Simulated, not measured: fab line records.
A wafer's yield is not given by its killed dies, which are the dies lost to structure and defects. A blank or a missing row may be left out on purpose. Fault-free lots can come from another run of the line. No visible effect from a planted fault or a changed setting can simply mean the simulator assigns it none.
Which of the tools did it? | flow sky130 | 39 wafers from 13 lots sampled at 3 of the route's 708 steps

== WHAT THE GAUGES READ, wafer by wafer ==
SKY_POLY_GATE_THK_MEAS_04. Usual: POLY_GATE_CVD_03_THK typically reads 74.8 nm, with standard deviation 0.68.
lot  | measured     | on            | POLY_GATE_CVD_03_THK (nm) | flag
L604 | day 15 23:56 | film_metro-02 | 75.1 75.3 76.1            |
L607 | day 16 20:19 | film_metro-01 | 75.1 74.3 74.9            |
L608 | day 17 03:04 | film_metro-02 | 75.5 74.5 76.2            |
L609 | day 17 11:07 | film_metro-02 | 75.3 74.5 75.2            |
L610 | day 17 16:25 | film_metro-01 | 75.3 75.2 75.6            |
L611 | day 18 08:44 | film_metro-02 | 75.2 75.1 76.0            |
L612 | day 18 10:05 | film_metro-02 | 74.7 75.4 75.1            |
L613 | day 18 18:52 | film_metro-02 | 74.6 75.4 75.3            |
L615 | day 19 18:21 | film_metro-02 | 73.5 74.1 74.9            |
L618 | day 20 21:56 | film_metro-01 | 73.6 73.6 73.8            |
L619 | day 21 02:52 | film_metro-03 | 75.1 75.4 74.7            |
L620 | day 21 15:10 | film_metro-01 | 74.7 74.3 74.0            |
L627 | day 23 19:25 | film_metro-03 | 73.6 73.4 73.0            |

SKY_POLY_GATE_CD_MEAS_22. Usual: 149.5 nm for cd_nm, sd 1.8.
lot  | measured     | on        | cd_nm (nm)        | flag
L604 | day 17 06:10 | cd_sem-02 | 148.7 148.4 148.9 |
L607 | day 18 04:40 | cd_sem-02 | 151.7 151.7 151.2 |
L608 | day 18 13:34 | cd_sem-02 | 148.8 149.6 148.3 |
L609 | day 18 21:36 | cd_sem-02 | 147.3 148.8 148.1 |
L610 | day 19 02:46 | cd_sem-02 | 149.5 151.9 151.8 |
L611 | day 19 17:54 | cd_sem-01 | 148.5 149.6 148.9 |
L612 | day 19 18:37 | cd_sem-02 | 149.6 147.0 146.0 |
L613 | day 20 03:29 | cd_sem-02 | 148.6 149.6 150.8 |
L615 | day 21 03:13 | cd_sem-02 | 149.2 153.7 150.9 |
L618 | day 22 06:46 | cd_sem-01 | 145.7 148.1 148.5 |
L619 | day 22 12:25 | cd_sem-02 | 149.6 149.4 149.1 |
L620 | day 22 23:46 | cd_sem-01 | 149.4 151.2 148.1 |
L627 | day 25 04:25 | cd_sem-01 | 149.6 148.9 148.3 |

== WHICH TOOL RAN EACH LOT (tool, then ch and the chambers of the sampled wafers, then the start) ==
lot  | SKY_FIELD_ISO_CMP_27
L604 | cmp-01 ch 1,2,3, day 2 11:56
L607 | cmp-01 ch 0,1,2, day 3 03:48
L608 | cmp-01 ch 0,1,3, day 3 07:12
L609 | cmp-02 ch 0,1,2, day 3 12:40
L610 | cmp-01 ch 1,2,3, day 3 17:08
L611 | cmp-01 ch 0,1,3, day 4 02:08
L612 | cmp-01 ch 0,2,3, day 4 04:22
L613 | cmp-02 ch 0,1,3, day 4 10:10
L615 | cmp-01 ch 0,3, day 4 22:32
L618 | cmp-01 ch 0,1,2, day 5 12:50
L619 | cmp-02 ch 0,1,2, day 5 18:59
L620 | cmp-01 ch 1,2,3, day 5 21:44
L627 | cmp-02 ch 1,2, day 7 14:08
- SKY_FIELD_ISO_CMP_27: polishes, stops on Si3N4, t overpolish 16 s, target thk 457.8 nm.

== WHAT THE TOOLS THEMSELVES READ (means of the sampled wafers that have a number; where no wafer has one, the mark that the record gives instead) ==
SKY_FIELD_ISO_CMP_27. Usual: motor_current_A 11.9 A, standard deviation 1.3; overpolish_run_s 16.000 s, standard deviation 0.0091; time_to_endpoint_s 113 s, standard deviation 4.
lot  | tool   | motor_current_A (A) | overpolish_run_s (s) | time_to_endpoint_s (s) | flag
L604 | cmp-01 | 11.7                | 16.003               | 113                    |
L607 | cmp-01 | 12.0                | 15.994               | 112                    |
L608 | cmp-01 | 11.3                | 16.007               | 112                    |
L609 | cmp-02 | 12.3                | 16.006               | 120                    |
L610 | cmp-01 | 11.7                | 16.000               | 107                    |
L611 | cmp-01 | 11.0                | 15.994               | 113                    |
L612 | cmp-01 | 11.6                | 15.989               | 111                    |
L613 | cmp-02 | 12.4                | 16.010               | 112                    |
L615 | cmp-01 | 11.3                | 15.999               | 115                    |
L618 | cmp-01 | 11.8                | 15.992               | 114                    |
L619 | cmp-02 | 12.4                | 16.001               | 114                    |
L620 | cmp-01 | 11.9                | 15.990               | 112                    |
L627 | cmp-02 | 13.3                | 15.997               | 115                    |

== THE ANSWER, worked out from the rows above alone ==
Rule: take the mean of a lot's wafers that have a number; if it is more than 3 standard deviations from the usual mean, the lot is off. A lot without any number at a reading at which 4 lots or more have one is off too. The other lots that the step has rows for count as sound. The gauges are gone through in route order, then the tools' own readings, and for those a lot's mean is taken as printed above. At the first step where some lot is off, the reading lying furthest off is the one used; lots without a number count as furthest.
Across all readings shown, no lot is off: no conclusion can be drawn from this.

== WHAT HAD BEEN PUT IN BY THE SIMULATOR ==
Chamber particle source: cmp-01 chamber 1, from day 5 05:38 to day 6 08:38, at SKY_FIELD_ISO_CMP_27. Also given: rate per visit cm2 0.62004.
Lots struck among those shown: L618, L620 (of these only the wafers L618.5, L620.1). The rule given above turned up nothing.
